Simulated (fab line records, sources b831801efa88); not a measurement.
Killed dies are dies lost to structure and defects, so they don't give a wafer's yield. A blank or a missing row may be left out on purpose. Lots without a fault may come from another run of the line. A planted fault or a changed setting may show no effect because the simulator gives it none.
fab line records | flow sky130
record lots=14 wafers=41 last_day=51
route steps=708 shown CONTACT@406 VIA4@642 PASSIVATION@682 PAD_OPEN@708
lots that met no fault: from a run of the same line without faults
start_h: hours from the record's first day to the start of the lot's first wafer shown | wait_h: hours since the lot's step before | " the same as in the row above | L1.1+2: a row that stands for several wafers | - no value, or no start given | * or withheld: withheld | < > ~ a bound
route shown NAME@n: a module of which the file shows steps, and the number in the route of the first | usual: mean/standard deviation of fault-free wafers | same: alike in all rows | chamber/n: place in a boat | sites: the reading at each site | _std_site: their standard deviation | _edge_site: outer sites' mean less inner sites' | radius_mm: how far each site lies from the wafer's centre | mask NAME#n: copy n | behind: the tool/chamber that last shaped the wafer | hold: why the lot was held/for how many hours/how that ended | device: the transistor (n, p or np) that didn't switch | end of line: the same wafers' tests at the end of the route | a step without rows: its recipe alone | killed: dies lost to structure and defects at the first sort, not the wafer's yield | map: a wafer's dies, x killed, . not, _ none there
set.NAME: the setting as run; set.NAME@STEP: as run at that earlier step | model.NAME: the simulator's own value behind a step, which no gauge read
steps of the route over a sample of lots; a table a step, a row a wafer
services: from which hour (start_h, from the record's first day; less than 0 if before it) a tool's chamber was out of use, for how many hours, and why
## steps
# step SKY_CONTACT_CVD_00
# recipe material=Si3N4 target_thk_nm=75 temp_c=400 time_s=withheld rf_w=450
# usual heater_power_w=682/82
# columns lot.wafer tool chamber start_h wait_h heater_power_w
L116.2 pecvd-04 0 734.34 0.0 598
L116.3 " 2 " " 841
L116.6 " 2 " " 896
L117.1 pecvd-03 0 735.49 0.0 658
L117.5 " 2 " " 666
L117.6 " 0 " " 657
L118.1 pecvd-01 0 736.82 0.0 604
L118.4 " 2 " " 649
L118.5 " 0 " " 602
L120.3 pecvd-03 0 739.99 0.0 603
L120.4 " 0 " " 589
L120.5 " 1 " " 694
L121.3 pecvd-03 2 750.19 0.0 721
L121.5 " 0 " " 691
L121.6 " 2 " " 705
L122.1 pecvd-03 2 763.42 0.0 636
L122.3 " 1 " " 697
L122.6 " 2 " " 655
L125.3 pecvd-03 2 779.13 0.0 615
L125.4 " 1 " " 697
L125.6 " 2 " " 603
L127.2 pecvd-03 1 801.15 0.0 630
L127.4 " 2 " " 691
L127.6 " 1 " " 618
L131.3 pecvd-03 0 831.95 0.0 589
L131.4 " 2 " " 661
L132.3 pecvd-04 2 837.02 0.0 820
L132.5 " 2 " " 846
L132.6 " 1 " " 690
L133.3 pecvd-03 2 841.77 0.0 646
L133.4 " 1 " " 728
L133.6 " 2 " " 677
L134.1 pecvd-01 0 856.66 0.0 574
L134.2 " 1 " " 728
L134.3 " 2 " " 635
L136.1 pecvd-01 0 886.75 0.0 612
L136.3 " 1 " " 707
L136.6 " 2 " " 595
L137.1 pecvd-03 2 904.78 0.0 627
L137.3 " 0 " " 715
L137.4 " 2 " " 619
# step SKY_VIA4_BOW_MEAS_03
# recipe mode=bow
# usual VIA4_BOW=82/7.5
# columns lot.wafer tool chamber start_h wait_h VIA4_BOW[um]
L116.2 film_metro-01 - 1001.72 0.2 77
L116.3 " - " " 90
L116.6 " - " " 85
L117.1 film_metro-03 - 1001.99 0.1 90
L117.5 " - " " 98
L117.6 " - " " 83
L118.1 film_metro-02 - 1002.43 0.2 84
L118.4 " - " " 89
L118.5 " - " " 85
L120.3 film_metro-02 - 1004.45 0.3 73
L120.4 " - " " 77
L120.5 " - " " 71
L121.3 film_metro-03 - 1018.07 0.1 69
L121.5 " - " " 83
L121.6 " - " " 79
L122.1 film_metro-02 - 1039.01 0.3 88
L122.3 " - " " 89
L122.6 " - " " 81
L125.3 film_metro-01 - 1043.25 0.2 76
L125.4 " - " " 94
L125.6 " - " " 81
L127.2 film_metro-03 - 1058.48 0.2 86
L127.4 " - " " 67
L127.6 " - " " 84
L131.3 film_metro-03 - 1085.95 0.2 91
L131.4 " - " " 81
L132.3 film_metro-02 - 1089.10 0.2 75
L132.5 " - " " 84
L132.6 " - " " 86
L133.3 film_metro-01 - 1092.84 0.1 88
L133.4 " - " " 88
L133.6 " - " " 90
L134.1 film_metro-02 - 1111.34 0.2 72
L134.2 " - " " 79
L134.3 " - " " 73
L136.1 film_metro-02 - 1126.72 0.1 97
L136.3 " - " " 82
L136.6 " - " " 81
L137.1 film_metro-01 - 1148.29 0.1 75
L137.3 " - " " 76
L137.4 " - " " 85
# step SKY_VIA4_STRIP_13
# recipe chemistry=O2/N2 power_w=1400 pressure_mtorr=1500 platen_temp_c=withheld o2_flow_sccm=3000 n2_flow_sccm=300 overash_fraction=0.5
# usual drypump_motor_current_A=5.7/0.46 oes_product_au=0.709/0.0047 strip_time_to_endpoint_s=12.80/0.03
# columns lot.wafer tool chamber start_h wait_h drypump_motor_current_A oes_product_au rf_hours_counter_h strip_time_to_endpoint_s
L116.2 plasma_asher-01 0 1023.82 - 5.5 0.712 28 12.77
L116.3 " 0 " " 5.5 0.718 - 12.81
L116.6 " 0 " " 5.5 0.708 - 12.77
L117.1 plasma_asher-01 0 1024.12 - 5.5 0.714 28 12.81
L117.5 " 0 " " 5.5 0.711 - 12.80
L117.6 " 1 " " 5.9 0.714 - 12.76
L118.1 plasma_asher-04 1 1024.42 - 6.0 0.702 61 12.77
L118.4 " 0 " " 6.5 0.710 - 12.78
L118.5 " 1 " " 6.0 0.714 - 12.78
L120.3 plasma_asher-01 0 1026.30 - 5.5 0.705 - 12.79
L120.4 " 1 " " 5.9 0.713 - 12.76
L120.5 " 1 " " 5.9 0.706 - 12.78
L121.3 plasma_asher-01 0 1040.75 - 5.5 0.709 - 12.82
L121.5 " 0 " " 5.5 0.709 - 12.80
L121.6 " 1 " " 5.9 0.715 - 12.82
L122.1 plasma_asher-02 1 1059.92 - 4.9 0.709 90 12.81
L122.3 " 1 " " 4.9 0.710 - 12.80
L122.6 " 0 " " 5.7 0.708 - 12.83
L125.3 plasma_asher-01 0 1064.45 - 5.5 0.714 - 12.85
L125.4 " 1 " " 5.9 0.705 - 12.79
L125.6 " 0 " " 5.5 0.709 - 12.80
L127.2 plasma_asher-02 1 1079.12 - 4.9 0.706 92 12.81
L127.4 " 1 " " 4.9 0.702 - 12.83
L127.6 " 1 " " 4.9 0.713 - 12.79
L131.3 plasma_asher-04 1 1106.21 - 6.0 0.703 - 12.77
L131.4 " 0 " " 6.5 0.712 - 12.83
L132.3 plasma_asher-04 0 1109.75 - 6.5 0.712 - 12.82
L132.5 " 0 " " 6.5 0.702 - 12.81
L132.6 " 1 " " 5.9 0.716 - 12.79
L133.3 plasma_asher-02 0 1112.80 - 5.7 0.717 - 12.75
L133.4 " 1 " " 4.9 0.707 - 12.76
L133.6 " 1 " " 4.9 0.702 - 12.83
L134.1 plasma_asher-01 0 1131.12 - 5.6 0.702 38 12.80
L134.2 " 1 " " 6.0 0.709 38 12.81
L134.3 " 1 " " 5.9 0.717 - 12.86
L136.1 plasma_asher-01 1 1145.32 - 5.9 0.704 40 12.82
L136.3 " 1 " " 6.0 0.712 - 12.86
L136.6 " 0 " " 5.5 0.706 - 12.87
L137.1 plasma_asher-01 0 1165.37 - 5.5 0.711 41 12.80
L137.3 " 1 " " 5.9 0.711 - 12.80
L137.4 " 0 " " 5.5 0.712 - 12.77
# step SKY_PASSIVATION_THK_MEAS_01
# recipe reads=SiO2_of_PASSIVATION_CVD_00
# usual PASSIVATION_CVD_00_THK=89.8/1.2
# columns lot.wafer tool chamber start_h wait_h PASSIVATION_CVD_00_THK[nm]
L116.2 film_metro-01 - 1048.59 - 89.9
L116.3 " - " " 90.1
L116.6 " - " " 90.1
L117.1 film_metro-04 - 1049.07 - 89.0
L117.5 " - " " 90.5
L117.6 " - " " 88.8
L118.1 film_metro-02 - 1049.13 - 89.4
L118.4 " - " " 90.2
L118.5 " - " " 90.5
L120.3 film_metro-04 - 1050.35 - 90.0
L120.4 " - " " 90.5
L120.5 " - " " 91.5
L121.3 film_metro-01 - 1064.61 - 87.5
L121.5 " - " " 89.8
L121.6 " - " " 89.8
L122.1 film_metro-01 - 1083.50 - 88.8
L122.3 " - " " 89.5
L122.6 " - " " 90.6
L125.3 film_metro-04 - 1087.77 - 89.8
L125.4 " - " " 89.9
L125.6 " - " " 91.5
L127.2 film_metro-02 - 1102.10 - 89.8
L127.4 " - " " 90.5
L127.6 " - " " 91.1
L131.3 film_metro-04 - 1128.77 - 90.1
L131.4 " - " " 90.3
L132.3 film_metro-02 - 1131.61 - 87.7
L132.5 " - " " 89.8
L132.6 " - " " 89.3
L133.3 film_metro-01 - 1134.57 - 89.3
L133.4 " - " " 90.7
L133.6 " - " " 88.9
L134.1 film_metro-01 - 1151.70 - 91.1
L134.2 " - " " 90.2
L134.3 " - " " 90.7
L136.1 film_metro-02 - 1164.75 - 89.0
L136.3 " - " " 89.6
L136.6 " - " " 90.4
L137.1 film_metro-01 - 1183.31 - 90.4
L137.3 " - " " 89.9
L137.4 " - " " 92.4
# step SKY_PAD_OPEN_PROBE_99
# usual killed_at_M0_to_M3=44/6.8 killed_at_M4_up=2.9/1.9 killed_at_contacts=24/5.2 killed_at_front_end=16/4.1 killed_at_other=0.4/0.74 killed_dies=88/9.1 killed_open=48/7.2 killed_short=39/5.6
# same gross_dies=492 killed_at_back_side=0
# columns lot.wafer tool chamber start_h wait_h killed_at_M0_to_M3 killed_at_M4_up killed_at_contacts killed_at_front_end killed_at_other killed_dies killed_open killed_short
L116.2 prober-01 - 1092.95 0.1 51 0 26 18 1 96 56 40
L116.3 prober-01 - 1093.00 0.2 46 4 23 20 0 93 52 41
L116.6 prober-01 - 1093.15 0.2 45 1 24 14 0 84 37 47
L117.1 prober-02 - 1094.12 0.1 52 2 27 16 0 97 54 41
L117.5 prober-02 - 1094.32 0.2 43 3 22 14 0 82 41 40
L117.6 prober-02 - 1094.37 0.2 50 3 34 19 0 106 64 40
L118.1 prober-01 - 1094.12 0.1 45 1 22 16 1 85 48 37
L118.4 prober-01 - 1094.27 0.2 40 4 24 19 0 87 48 39
L118.5 prober-01 - 1094.32 0.2 42 2 15 18 0 77 38 39
L120.3 prober-02 - 1095.09 0.2 55 3 25 15 0 98 58 40
L120.4 prober-02 - 1095.14 0.2 43 2 25 19 1 90 45 44
L120.5 prober-02 - 1095.19 0.2 53 1 19 21 0 94 47 47
L121.3 prober-02 - 1108.29 0.2 45 1 20 14 1 81 47 33
L121.5 prober-02 - 1108.39 0.2 42 3 31 16 0 92 53 39
L121.6 prober-02 - 1108.44 0.2 50 2 17 18 0 87 56 31
L122.1 prober-01 - 1126.88 0.1 33 3 32 16 0 84 55 29
L122.3 prober-01 - 1126.98 0.2 51 6 29 18 0 104 57 47
L122.6 prober-01 - 1127.13 0.2 43 2 30 19 0 94 49 44
L125.3 prober-01 - 1131.04 0.2 32 2 15 15 1 65 29 36
L125.4 prober-01 - 1131.09 0.2 42 2 35 20 0 99 59 39
L125.6 prober-01 - 1131.19 0.2 45 1 25 23 1 95 44 51
L127.2 prober-02 - 1143.39 0.1 44 3 25 7 0 79 51 27
L127.4 prober-02 - 1143.49 0.2 43 3 20 8 0 74 36 38
L127.6 prober-02 - 1143.59 0.2 49 0 19 14 1 83 41 41
L131.3 prober-02 - 1166.47 0.2 49 3 20 25 1 98 56 41
L131.4 prober-02 - 1166.52 0.2 38 1 50 20 0 109 40 42
L132.3 prober-01 - 1169.91 0.2 51 3 26 14 0 94 51 43
L132.5 prober-01 - 1170.01 0.2 41 1 27 14 0 83 38 45
L132.6 prober-01 - 1170.06 0.2 41 2 25 20 0 88 45 43
L133.3 prober-02 - 1172.87 0.2 44 1 53 11 0 109 47 33
L133.4 prober-02 - 1172.92 0.2 47 6 21 10 1 85 45 39
L133.6 prober-02 - 1173.02 0.2 31 2 56 18 0 107 45 34
L134.1 prober-01 - 1188.88 0.1 50 6 21 12 0 89 41 48
L134.2 prober-01 - 1188.93 0.1 45 2 19 14 0 80 42 38
L134.3 prober-01 - 1188.98 0.2 55 5 23 16 0 99 54 45
L136.1 prober-01 - 1199.93 0.1 51 4 22 14 0 91 53 37
L136.3 prober-01 - 1200.03 0.2 40 1 37 14 0 92 53 39
L136.6 prober-01 - 1200.18 0.2 54 2 20 15 0 91 45 46
L137.1 prober-02 - 1217.47 0.1 46 2 22 16 0 86 48 38
L137.3 prober-02 - 1217.57 0.2 38 6 26 14 0 84 45 39
L137.4 prober-02 - 1217.62 0.2 49 1 27 17 0 94 57 36
# killed by level:class
L116.2 VIA1:geometric_particle:open=14 CONTACT:geometric_particle:open=9 METAL1:geometric_particle:short=9 LI_CONTACT:geometric_particle:open=8 FIELD_ISO:geometric_particle:open=6 VIA1:geometric_particle:short=5 VIA3:geometric_particle:open=5 VIA2:geometric_particle:open=5
L116.3 VIA1:geometric_particle:open=13 CONTACT:geometric_particle:open=8 VIA2:geometric_particle:open=7 POLY_GATE:geometric_particle:short=5 LOCAL_INTERCONNECT:geometric_particle:short=5 METAL1:geometric_particle:short=5 VIA1:geometric_particle:short=5 VIA3:geometric_particle:open=5
L116.6 VIA2:geometric_particle:open=9 CONTACT:geometric_particle:open=8 VIA1:geometric_particle:short=8 VIA1:geometric_particle:open=8 VIA2:geometric_particle:short=7 LI_CONTACT:geometric_particle:open=6 METAL3:geometric_particle:short=5 POLY_GATE:geometric_particle:short=4
L117.1 VIA1:geometric_particle:open=11 VIA2:geometric_particle:open=11 CONTACT:geometric_particle:open=9 LI_CONTACT:geometric_particle:open=7 METAL1:geometric_particle:short=7 CONTACT:geometric_particle:short=6 METAL2:geometric_particle:short=6 VIA3:geometric_particle:open=6
L118.1 VIA1:geometric_particle:open=14 LI_CONTACT:geometric_particle:open=7 CONTACT:geometric_particle:open=7 VIA2:geometric_particle:open=7 POLY_GATE:geometric_particle:open=5 CONTACT:geometric_particle:short=5 VIA1:geometric_particle:short=5 METAL1:geometric_particle:short=4
L118.4 CONTACT:geometric_particle:open=10 VIA1:geometric_particle:open=8 LI_CONTACT:geometric_particle:open=7 METAL1:geometric_particle:short=7 VIA2:geometric_particle:open=6 VIA1:geometric_particle:short=5 FIELD_ISO:geometric_particle:short=4 FIELD_ISO:geometric_particle:open=4
L117.5 CONTACT:geometric_particle:open=7 VIA1:geometric_particle:short=7 FIELD_ISO:geometric_particle:open=6 VIA3:geometric_particle:open=6 METAL1:geometric_particle:short=6 VIA1:geometric_particle:open=6 LI_CONTACT:geometric_particle:open=5 FIELD_ISO:geometric_particle:short=4
L118.5 VIA2:geometric_particle:open=10 METAL2:geometric_particle:short=8 POLY_GATE:geometric_particle:short=6 POLY_GATE:geometric_particle:open=5 VIA1:geometric_particle:short=5 VIA3:geometric_particle:open=5 LI_CONTACT:geometric_particle:short=4 LI_CONTACT:geometric_particle:open=4
L117.6 VIA1:geometric_particle:open=15 LI_CONTACT:geometric_particle:open=10 CONTACT:geometric_particle:open=9 FIELD_ISO:geometric_particle:open=6 METAL1:geometric_particle:short=6 POLY_GATE:geometric_particle:open=5 CONTACT:geometric_particle:short=5 VIA2:geometric_particle:open=5
L120.3 VIA1:geometric_particle:open=15 VIA2:geometric_particle:open=12 CONTACT:geometric_particle:open=8 METAL2:geometric_particle:short=7 CONTACT:geometric_particle:short=6 POLY_GATE:geometric_particle:short=5 LI_CONTACT:geometric_particle:open=5 FIELD_ISO:geometric_particle:open=4
L120.4 LI_CONTACT:geometric_particle:open=8 METAL1:geometric_particle:short=7 CONTACT:geometric_particle:short=7 VIA2:geometric_particle:open=6 VIA3:geometric_particle:open=6 FIELD_ISO:geometric_particle:open=5 FIELD_ISO:geometric_particle:short=5 METAL3:geometric_particle:short=5
L120.5 VIA1:geometric_particle:open=10 METAL1:geometric_particle:short=7 POLY_GATE:geometric_particle:short=6 LI_CONTACT:geometric_particle:open=6 VIA3:geometric_particle:open=6 VIA1:geometric_particle:short=5 CONTACT:geometric_particle:short=5 CONTACT:geometric_particle:open=5
L121.3 VIA1:geometric_particle:open=14 CONTACT:geometric_particle:open=7 LI_CONTACT:geometric_particle:open=6 VIA1:geometric_particle:short=6 VIA2:geometric_particle:open=5 VIA2:geometric_particle:short=4 LOCAL_INTERCONNECT:geometric_particle:short=4 METAL2:geometric_particle:open=3
L121.5 CONTACT:geometric_particle:open=16 VIA1:geometric_particle:open=14 LOCAL_INTERCONNECT:geometric_particle:short=5 VIA3:geometric_particle:short=5 FIELD_ISO:geometric_particle:short=4 FIELD_ISO:geometric_particle:open=4 POLY_GATE:geometric_particle:open=4 METAL2:geometric_particle:short=4
L121.6 VIA1:geometric_particle:open=13 VIA2:geometric_particle:open=11 FIELD_ISO:geometric_particle:open=8 VIA3:geometric_particle:open=7 FIELD_ISO:geometric_particle:short=5 LI_CONTACT:geometric_particle:open=5 CONTACT:geometric_particle:open=5 VIA3:geometric_particle:short=4
L122.1 CONTACT:geometric_particle:open=17 VIA1:geometric_particle:open=12 LI_CONTACT:geometric_particle:open=5 VIA1:geometric_particle:short=5 VIA3:geometric_particle:open=5 POLY_GATE:geometric_particle:open=4 CONTACT:geometric_particle:short=4 VIA2:geometric_particle:open=4
L122.3 CONTACT:geometric_particle:open=11 VIA3:geometric_particle:open=11 VIA1:geometric_particle:open=9 LI_CONTACT:geometric_particle:open=8 METAL2:geometric_particle:short=7 LOCAL_INTERCONNECT:geometric_particle:short=6 METAL1:geometric_particle:short=6 POLY_GATE:geometric_particle:short=5
L122.6 CONTACT:geometric_particle:open=11 VIA1:geometric_particle:open=11 VIA1:geometric_particle:short=8 LI_CONTACT:geometric_particle:open=7 CONTACT:geometric_particle:short=7 POLY_GATE:geometric_particle:open=5 METAL2:geometric_particle:short=5 FIELD_ISO:geometric_particle:open=4
L125.3 VIA1:geometric_particle:open=8 VIA1:geometric_particle:short=5 POLY_GATE:geometric_particle:open=4 LI_CONTACT:geometric_particle:open=4 CONTACT:geometric_particle:open=4 METAL1:geometric_particle:short=4 METAL2:geometric_particle:short=4 FIELD_ISO:geometric_particle:short=3
L125.4 LI_CONTACT:geometric_particle:open=12 CONTACT:geometric_particle:open=10 CONTACT:geometric_particle:short=9 VIA1:geometric_particle:open=9 VIA1:geometric_particle:short=8 VIA2:geometric_particle:open=7 FIELD_ISO:geometric_particle:short=5 POLY_GATE:geometric_particle:open=5
L125.6 VIA1:geometric_particle:short=9 FIELD_ISO:geometric_particle:short=8 POLY_GATE:geometric_particle:short=8 CONTACT:geometric_particle:open=8 METAL1:geometric_particle:short=8 LI_CONTACT:geometric_particle:open=7 VIA3:geometric_particle:short=7 VIA1:geometric_particle:open=6
L127.2 LI_CONTACT:geometric_particle:open=11 VIA1:geometric_particle:open=11 VIA3:geometric_particle:open=10 CONTACT:geometric_particle:open=7 METAL2:geometric_particle:short=5 VIA1:geometric_particle:short=4 VIA2:geometric_particle:open=4 POLY_GATE:geometric_particle:open=3
L127.4 CONTACT:geometric_particle:open=10 VIA1:geometric_particle:short=9 VIA1:geometric_particle:open=7 VIA3:geometric_particle:open=7 METAL1:geometric_particle:short=5 METAL2:geometric_particle:short=5 VIA2:geometric_particle:short=4 LI_CONTACT:geometric_particle:open=4
L127.6 VIA1:geometric_particle:open=9 VIA3:geometric_particle:open=9 VIA1:geometric_particle:short=8 METAL2:geometric_particle:short=8 LI_CONTACT:geometric_particle:open=5 CONTACT:geometric_particle:short=5 CONTACT:geometric_particle:open=4 METAL1:geometric_particle:short=4
L131.3 VIA1:geometric_particle:open=15 CONTACT:geometric_particle:open=10 POLY_GATE:geometric_particle:open=8 POLY_GATE:geometric_particle:short=8 LI_CONTACT:geometric_particle:open=8 METAL3:geometric_particle:short=7 VIA2:geometric_particle:open=6 METAL1:geometric_particle:short=6
L131.4 CONTACT:unspecified=27 VIA1:geometric_particle:open=9 LI_CONTACT:geometric_particle:open=8 VIA2:geometric_particle:open=7 FIELD_ISO:geometric_particle:short=6 CONTACT:geometric_particle:short=6 METAL1:geometric_particle:short=6 CONTACT:geometric_particle:open=6
L132.3 VIA1:geometric_particle:open=11 CONTACT:geometric_particle:open=9 METAL1:geometric_particle:short=7 CONTACT:geometric_particle:short=6 VIA3:geometric_particle:short=6 VIA2:geometric_particle:open=6 FIELD_ISO:geometric_particle:open=5 LI_CONTACT:geometric_particle:open=5
L132.5 CONTACT:geometric_particle:open=9 VIA1:geometric_particle:open=8 CONTACT:geometric_particle:short=7 METAL1:geometric_particle:short=7 METAL2:geometric_particle:short=5 VIA3:geometric_particle:open=5 FIELD_ISO:geometric_particle:short=4 LI_CONTACT:geometric_particle:open=4
L132.6 VIA1:geometric_particle:open=13 LI_CONTACT:geometric_particle:open=8 CONTACT:geometric_particle:short=8 METAL1:geometric_particle:short=6 POLY_GATE:geometric_particle:open=5 METAL2:geometric_particle:short=5 VIA1:geometric_particle:short=5 FIELD_ISO:geometric_particle:short=4
L133.3 CONTACT:unspecified=28 VIA1:geometric_particle:open=11 LI_CONTACT:geometric_particle:open=10 CONTACT:geometric_particle:open=8 VIA1:geometric_particle:short=8 VIA2:geometric_particle:open=6 METAL1:geometric_particle:short=5 CONTACT:geometric_particle:short=4
L133.4 VIA2:geometric_particle:open=11 VIA1:geometric_particle:open=8 CONTACT:geometric_particle:open=7 LI_CONTACT:geometric_particle:open=7 METAL2:geometric_particle:short=6 VIA1:geometric_particle:short=5 METAL1:geometric_particle:short=4 METAL3:geometric_particle:short=4
L133.6 CONTACT:unspecified=28 CONTACT:geometric_particle:open=12 LI_CONTACT:geometric_particle:open=9 FIELD_ISO:geometric_particle:open=6 CONTACT:geometric_particle:short=6 VIA1:geometric_particle:open=6 METAL1:geometric_particle:short=5 METAL2:geometric_particle:short=5
L134.1 VIA1:geometric_particle:open=9 VIA3:geometric_particle:open=9 VIA1:geometric_particle:short=8 LI_CONTACT:geometric_particle:open=7 METAL1:geometric_particle:short=6 METAL4:geometric_particle:short=6 CONTACT:geometric_particle:open=5 VIA3:geometric_particle:short=4
L134.2 VIA2:geometric_particle:open=11 LI_CONTACT:geometric_particle:open=7 VIA1:geometric_particle:open=6 METAL1:geometric_particle:short=6 CONTACT:geometric_particle:open=5 CONTACT:geometric_particle:short=5 METAL2:geometric_particle:short=5 FIELD_ISO:geometric_particle:short=4
L134.3 VIA1:geometric_particle:open=12 CONTACT:geometric_particle:open=9 VIA3:geometric_particle:open=9 POLY_GATE:geometric_particle:open=7 METAL2:geometric_particle:short=7 METAL3:geometric_particle:short=6 LI_CONTACT:geometric_particle:open=6 CONTACT:geometric_particle:short=6
L136.1 VIA1:geometric_particle:open=10 VIA3:geometric_particle:open=9 CONTACT:geometric_particle:open=9 VIA2:geometric_particle:open=7 LI_CONTACT:geometric_particle:open=6 METAL1:geometric_particle:short=6 POLY_GATE:geometric_particle:open=5 CONTACT:geometric_particle:short=4
L136.3 LI_CONTACT:geometric_particle:open=13 CONTACT:geometric_particle:open=10 VIA3:geometric_particle:open=8 METAL3:geometric_particle:short=6 LI_CONTACT:geometric_particle:short=5 CONTACT:geometric_particle:short=5 VIA1:geometric_particle:open=5 VIA2:geometric_particle:open=5
L136.6 VIA2:geometric_particle:open=14 VIA1:geometric_particle:open=9 METAL2:geometric_particle:short=8 VIA1:geometric_particle:short=7 FIELD_ISO:geometric_particle:short=6 CONTACT:geometric_particle:open=5 LOCAL_INTERCONNECT:geometric_particle:short=5 VIA3:geometric_particle:open=5
L137.1 VIA1:geometric_particle:open=11 CONTACT:geometric_particle:open=8 METAL1:geometric_particle:short=6 METAL3:geometric_particle:short=5 LI_CONTACT:geometric_particle:open=5 VIA2:geometric_particle:open=5 LOCAL_INTERCONNECT:geometric_particle:short=5 FIELD_ISO:geometric_particle:open=4
L137.3 CONTACT:geometric_particle:open=9 METAL2:geometric_particle:short=9 VIA1:geometric_particle:open=8 FIELD_ISO:geometric_particle:open=6 VIA1:geometric_particle:short=6 LI_CONTACT:geometric_particle:short=6 VIA3:geometric_particle:open=6 POLY_GATE:geometric_particle:open=5
L137.4 CONTACT:geometric_particle:open=16 VIA1:geometric_particle:open=10 METAL1:geometric_particle:short=9 LI_CONTACT:geometric_particle:open=7 VIA2:geometric_particle:open=6 VIA1:geometric_particle:short=5 METAL3:geometric_particle:short=4 FIELD_ISO:geometric_particle:open=3
## services
# columns tool chamber start_h hours kind
plasma_asher-01 - 718.63 0.3 repair
plasma_asher-04 - 721.55 1.0 repair
plasma_asher-01 - 733.75 9.0 pm
plasma_asher-02 - 764.30 0.4 repair
pecvd-03 - 814.09 1.1 repair
pecvd-01 0 821.43 15.8 repair
pecvd-03 - 836.11 1.0 repair
pecvd-01 - 887.49 4.0 repair
plasma_asher-01 - 896.77 5.8 repair
pecvd-03 - 901.63 0.6 repair
pecvd-01 - 917.86 4.6 repair
pecvd-01 0 933.87 24.7 repair
pecvd-01 - 960.09 3.5 repair
pecvd-01 - 985.37 1.9 repair
pecvd-01 2 994.43 13.6 repair
plasma_asher-02 - 1014.33 13.6 repair
pecvd-01 - 1019.46 1.6 repair
pecvd-03 - 1031.15 2.9 repair
plasma_asher-02 - 1032.09 2.8 pm
plasma_asher-01 - 1061.48 2.2 repair
pecvd-01 - 1069.33 0.9 repair
pecvd-03 - 1104.58 1.2 repair
pecvd-01 0 1104.91 23.7 repair
plasma_asher-02 - 1162.74 1.5 repair
## key
first_sign step=SKY_PAD_OPEN_PROBE_99 reading=killed_at_contacts direction=up sigmas=5.5 usual=24 struck=53
effect step=SKY_PAD_OPEN_PROBE_99 reading=killed_dies direction=up sigmas=2.3 usual=88 struck=108
met_at SKY_CONTACT_CVD_00
struck_lots L131,L133
struck_wafers L131.4,L133.3,L133.6
tester_left_out L131,L133
not_acting_at SKY_VIA4_BOW_MEAS_03,SKY_VIA4_STRIP_13,SKY_PASSIVATION_THK_MEAS_01
onset_between 801.15 831.95
fault kind=chamber_particle_source tool=pecvd-03 chamber=2 onset_h=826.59 steps=SKY_CONTACT_CVD_00 rate_per_visit_cm2=0.45831 end_h=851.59
# tester_left_out: of these lots the tester's yield and bins aren't shown, on N5 and GAA mostly nor the transistor test; their killed dies are dies lost to structure and defects alone, not to doping, threshold or leakage, so they don't give the yield
